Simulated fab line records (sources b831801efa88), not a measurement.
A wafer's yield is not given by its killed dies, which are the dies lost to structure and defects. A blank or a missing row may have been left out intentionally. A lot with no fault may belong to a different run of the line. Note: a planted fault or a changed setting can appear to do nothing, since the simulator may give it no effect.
Chamber matching / flow gf180mcu / cmp-02 running GF_V2_CMP_26: 4 sister chambers
The step polishes, stops on SiO2, t overpolish 15 s, target thk 0 nm. 33 wafers are shown with their chamber, then 12 later ones without.

== WAFERS, EACH WITH ITS CHAMBER ==
wafer=L074.1; chamber=1; motor current A (A)=10.4; time to endpoint s (s)=73; overpolish run s (s)=15.023
wafer=L074.3; chamber=3; motor current A (A)=11.7; time to endpoint s (s)=89; overpolish run s (s)=15.011
wafer=L074.4; chamber=2; motor current A (A)=10.9; time to endpoint s (s)=87; overpolish run s (s)=15.006
wafer=L077.1; chamber=0; motor current A (A)=10.2; time to endpoint s (s)=81; overpolish run s (s)=15.008
wafer=L077.5; chamber=0; motor current A (A)=10.2; time to endpoint s (s)=82; overpolish run s (s)=15.007
wafer=L077.6; chamber=3; motor current A (A)=11.3; time to endpoint s (s)=92; overpolish run s (s)=15.003
wafer=L080.1; chamber=2; motor current A (A)=10.9; time to endpoint s (s)=83; overpolish run s (s)=14.998
wafer=L080.4; chamber=0; motor current A (A)=10.1; time to endpoint s (s)=80; overpolish run s (s)=15.000
wafer=L080.5; chamber=2; motor current A (A)=10.8; time to endpoint s (s)=85; overpolish run s (s)=14.999
wafer=L079.2; chamber=3; motor current A (A)=11.9; time to endpoint s (s)=96; overpolish run s (s)=15.007
wafer=L079.4; chamber=0; motor current A (A)=9.7; time to endpoint s (s)=86; overpolish run s (s)=15.007
wafer=L079.5; chamber=1; motor current A (A)=10.7; time to endpoint s (s)=78; overpolish run s (s)=15.010
wafer=L081.1; chamber=3; motor current A (A)=12.0; time to endpoint s (s)=96; overpolish run s (s)=15.011
wafer=L081.2; chamber=2; motor current A (A)=11.3; time to endpoint s (s)=87; overpolish run s (s)=15.000
wafer=L081.6; chamber=0; motor current A (A)=9.9; time to endpoint s (s)=84; overpolish run s (s)=14.997
wafer=L084.2; chamber=0; motor current A (A)=10.1; time to endpoint s (s)=84; overpolish run s (s)=15.009
wafer=L084.4; chamber=2; motor current A (A)=11.2; time to endpoint s (s)=86; overpolish run s (s)=14.997
wafer=L084.6; chamber=1; motor current A (A)=10.0; time to endpoint s (s)=78; overpolish run s (s)=15.001
wafer=L086.3; chamber=0; motor current A (A)=10.3; time to endpoint s (s)=81; overpolish run s (s)=15.007
wafer=L086.5; chamber=3; motor current A (A)=11.8; time to endpoint s (s)=91; overpolish run s (s)=14.999
wafer=L086.6; chamber=0; motor current A (A)=10.0; time to endpoint s (s)=80; overpolish run s (s)=15.000
wafer=L088.1; chamber=2; motor current A (A)=11.4; time to endpoint s (s)=81; overpolish run s (s)=14.994
wafer=L088.2; chamber=1; motor current A (A)=10.4; time to endpoint s (s)=75; overpolish run s (s)=15.017
wafer=L088.6; chamber=1; motor current A (A)=10.3; time to endpoint s (s)=74; overpolish run s (s)=15.000
wafer=L090.1; chamber=0; motor current A (A)=10.4; time to endpoint s (s)=85; overpolish run s (s)=15.007
wafer=L090.4; chamber=2; motor current A (A)=11.0; time to endpoint s (s)=88; overpolish run s (s)=14.997
wafer=L090.6; chamber=2; motor current A (A)=11.4; time to endpoint s (s)=85; overpolish run s (s)=14.998
wafer=L092.1; chamber=1; motor current A (A)=9.8; time to endpoint s (s)=77; overpolish run s (s)=14.996
wafer=L092.5; chamber=2; motor current A (A)=10.8; time to endpoint s (s)=88; overpolish run s (s)=15.004
wafer=L092.6; chamber=1; motor current A (A)=10.3; time to endpoint s (s)=78; overpolish run s (s)=14.992
wafer=L093.2; chamber=2; motor current A (A)=11.0; time to endpoint s (s)=88; overpolish run s (s)=15.003
wafer=L093.4; chamber=0; motor current A (A)=9.6; time to endpoint s (s)=81; overpolish run s (s)=15.002
wafer=L093.5; chamber=0; motor current A (A)=10.1; time to endpoint s (s)=84; overpolish run s (s)=14.998

SIGNATURES (means of the wafers above)
reading=motor current A; chamber 0=10.055; chamber 1=10.271; chamber 2=11.070; chamber 3=11.740; scatter within a chamber=0.256
reading=time to endpoint s; chamber 0=82.55; chamber 1=76.14; chamber 2=85.80; chamber 3=92.80; scatter within a chamber=2.35
reading=overpolish run s; chamber 0=15.00382; chamber 1=15.00557; chamber 2=14.99960; chamber 3=15.00620; scatter within a chamber=0.00646
Rule: a wafer lies at a distance from a chamber equal to the root of the sum of squares, over the readings, of (its reading less the chamber's mean, divided by the reading's scatter). If the next closest chamber is less than 2 further off than the closest, the wafer can't be placed; otherwise it belongs to the closest. The scatter is the square root of a quotient: the sum, over the shown wafers, of each reading's squared deviation from its chamber's mean, divided by wafers minus chambers.

== WAFERS MISSING THEIR CHAMBER ==
wafer=L094.1; motor current A (A)=10.1; time to endpoint s (s)=77; overpolish run s (s)=15.004
wafer=L094.2; motor current A (A)=11.5; time to endpoint s (s)=90; overpolish run s (s)=14.985
wafer=L094.6; motor current A (A)=10.3; time to endpoint s (s)=75; overpolish run s (s)=14.993
wafer=L095.1; motor current A (A)=10.2; time to endpoint s (s)=81; overpolish run s (s)=14.991
wafer=L095.4; motor current A (A)=11.4; time to endpoint s (s)=89; overpolish run s (s)=15.008
wafer=L095.5; motor current A (A)=11.3; time to endpoint s (s)=87; overpolish run s (s)=15.002
wafer=L096.1; motor current A (A)=11.1; time to endpoint s (s)=90; overpolish run s (s)=15.019
wafer=L096.4; motor current A (A)=9.9; time to endpoint s (s)=79; overpolish run s (s)=15.004
wafer=L096.5; motor current A (A)=9.9; time to endpoint s (s)=79; overpolish run s (s)=14.990
wafer=L097.1; motor current A (A)=12.3; time to endpoint s (s)=92; overpolish run s (s)=15.005
wafer=L097.2; motor current A (A)=9.6; time to endpoint s (s)=80; overpolish run s (s)=15.000
wafer=L097.5; motor current A (A)=10.8; time to endpoint s (s)=71; overpolish run s (s)=15.007

== CHAMBER TAKEN BY EACH ==
wafer=L094.1; from the rows above=can't be placed: 1 or 0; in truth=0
wafer=L094.2; from the rows above=can't be placed: 2 or 3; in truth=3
wafer=L094.6; from the rows above=can't be placed: 1 or 0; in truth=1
wafer=L095.1; from the rows above=can't be placed: 0 or 1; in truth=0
wafer=L095.4; from the rows above=can't be placed: 3 or 2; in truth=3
wafer=L095.5; from the rows above=can't be placed: 2 or 3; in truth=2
wafer=L096.1; from the rows above=can't be placed: 3 or 2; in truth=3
wafer=L096.4; from the rows above=can't be placed: 0 or 1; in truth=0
wafer=L096.5; from the rows above=can't be placed: 0 or 1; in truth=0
wafer=L097.1; from the rows above=3; in truth=3
wafer=L097.2; from the rows above=can't be placed: 0 or 1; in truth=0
wafer=L097.5; from the rows above=1; in truth=1
Correct placement for 2 of the 12. Cannot be placed on the basis of these rows: 10; the candidates contain the true chamber in 10. Number placed wrongly: 0.
